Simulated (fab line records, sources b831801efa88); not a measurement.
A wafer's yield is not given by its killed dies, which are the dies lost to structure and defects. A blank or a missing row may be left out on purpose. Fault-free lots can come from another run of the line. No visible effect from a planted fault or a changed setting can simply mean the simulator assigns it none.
What tool caused it? || flow sky130 || 33 wafers sampled from 11 lots at 1 step of a route of 708

## WHAT THE GAUGES SHOWED, per wafer
SKY_VIA3_CD_MEAS_12: target cd 200 nm.
{"lot": "L918", "measured": "day 39 09:54", "on": "cdSem-02", "cdNm (nm)": "200.0 199.9 198.8"}
{"lot": "L923", "measured": "day 41 20:11", "on": "cdSem-02", "cdNm (nm)": "198.9 199.7 198.5"}
{"lot": "L925", "measured": "day 42 01:34", "on": "cdSem-02", "cdNm (nm)": "200.3 199.0 198.5"}
{"lot": "L929", "measured": "day 42 23:50", "on": "cdSem-01", "cdNm (nm)": "199.9 200.5 199.1"}
{"lot": "L930", "measured": "day 43 08:06", "on": "cdSem-01", "cdNm (nm)": "199.8 200.4 199.9"}
{"lot": "L933", "measured": "day 44 04:43", "on": "cdSem-01", "cdNm (nm)": "198.9 199.2 199.1"}
{"lot": "L934", "measured": "day 44 09:37", "on": "cdSem-01", "cdNm (nm)": "197.8 199.5 197.2"}
{"lot": "L937", "measured": "day 45 02:41", "on": "cdSem-01", "cdNm (nm)": "199.0 199.1 198.3"}
{"lot": "L939", "measured": "day 45 17:41", "on": "cdSem-02", "cdNm (nm)": "200.0 199.6 200.8"}
{"lot": "L940", "measured": "day 45 19:10", "on": "cdSem-02", "cdNm (nm)": "199.9 200.6 198.8"}
{"lot": "L941", "measured": "day 45 23:22", "on": "cdSem-01", "cdNm (nm)": "197.8 198.1 198.7"}

## TOOL THAT RAN EACH LOT (tool first, then ch and the chambers of the sampled wafers, then the start)
There is no process step in the record ahead of these readings.

## THE ANSWER, worked out from the rows above alone
Rule: usual is defined by the lots themselves. The widest of any qualifying gaps counts: lots, ordered by their means at a reading, are off when they make up no more than a third of the lots, leave a main group of 4 or more, and stand apart from it by 3 or more times the standard deviation of that group's means. If all means in a main group match to the digits the tables above print for the reading, that group is not used. Also off: a lot with no number at a reading for which 4 or more lots have one. Any other lot the step has rows for is counted as sound.
Nothing can be told from this: no lot is off at any reading shown.

## WHAT HAD BEEN PUT IN BY THE SIMULATOR
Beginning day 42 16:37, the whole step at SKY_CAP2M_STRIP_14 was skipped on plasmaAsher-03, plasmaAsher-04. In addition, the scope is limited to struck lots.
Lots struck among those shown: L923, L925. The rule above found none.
